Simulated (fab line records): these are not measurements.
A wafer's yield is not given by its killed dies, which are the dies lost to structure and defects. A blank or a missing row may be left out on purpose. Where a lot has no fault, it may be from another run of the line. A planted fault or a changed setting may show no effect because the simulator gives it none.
Chamber matching -- flow gf180mcu -- GF_V2_CMP_26 on cmp-01 has 4 sister chambers
The step polishes, stops on SiO2, t overpolish 15 s, target thk 0 nm. 16 wafers are shown with their chamber, then 8 later ones without.

== WAFERS, EACH WITH ITS CHAMBER ==
wafer,chamber,motor_current_A (A),time_to_endpoint_s (s),overpolish_run_s (s)
L993.1,3,11.8,80,14.992
L993.3,2,9.8,78,15.003
L993.4,0,10.6,77,14.991
L995.2,0,10.0,85,14.989
L995.3,1,11.1,91,15.017
L995.5,0,10.7,85,15.005
L996.1,3,11.6,84,15.011
L996.3,1,10.7,91,15.017
L996.5,3,12.0,86,14.996
L997.1,0,9.8,87,15.009
L997.2,3,11.7,85,14.995
L997.4,2,9.7,84,15.002
L998.3,0,10.6,82,15.011
L998.4,2,9.9,83,15.018
L998.6,3,11.3,87,15.002
L105.1,0,10.2,89,15.014

SIGNATURES (means of the wafers above)
reading,chamber 0,chamber 1,chamber 2,chamber 3,scatter within a chamber
motor_current_A,10.317,10.900,9.800,11.680,0.297
time_to_endpoint_s,84.17,91.00,81.67,84.40,3.4
overpolish_run_s,15.00317,15.01700,15.00767,14.99920,0.00891
Rule: for a wafer and a chamber, the distance is found by dividing, reading by reading, the gap between the wafer's reading and the chamber's mean by the reading's scatter, squaring, summing and taking the root. The wafer belongs to the nearest chamber; if the next one is less than 2 further off, it can't be placed. The scatter: the root of (the sum of the squares of (reading less its chamber's mean) over the shown wafers, divided by (wafers less chambers)).

== WAFERS WITHOUT THEIR CHAMBER ==
wafer,motor_current_A (A),time_to_endpoint_s (s),overpolish_run_s (s)
L105.5,9.4,86,14.991
L105.6,11.3,92,14.990
L106.1,11.2,77,15.002
L106.3,10.1,77,15.000
L106.6,10.4,84,15.000
L107.1,10.6,92,14.994
L107.2,10.0,86,15.002
L107.5,10.4,84,15.008

== THE CHAMBER EACH PASSED THROUGH ==
wafer,from the rows above,in truth
L105.5,can't be placed: 2 or 0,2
L105.6,can't be placed: 3 or 1 or 0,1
L106.1,can't be placed: 3 or 0 or 1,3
L106.3,can't be placed: 2 or 0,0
L106.6,can't be placed: 0 or 2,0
L107.1,can't be placed: 0 or 1 or 3 or 2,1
L107.2,can't be placed: 0 or 2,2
L107.5,can't be placed: 0 or 2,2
0 of 8 placed correctly. Unplaceable from these rows: 8, with the true chamber sitting among the candidates in 8. Number placed wrongly: 0.
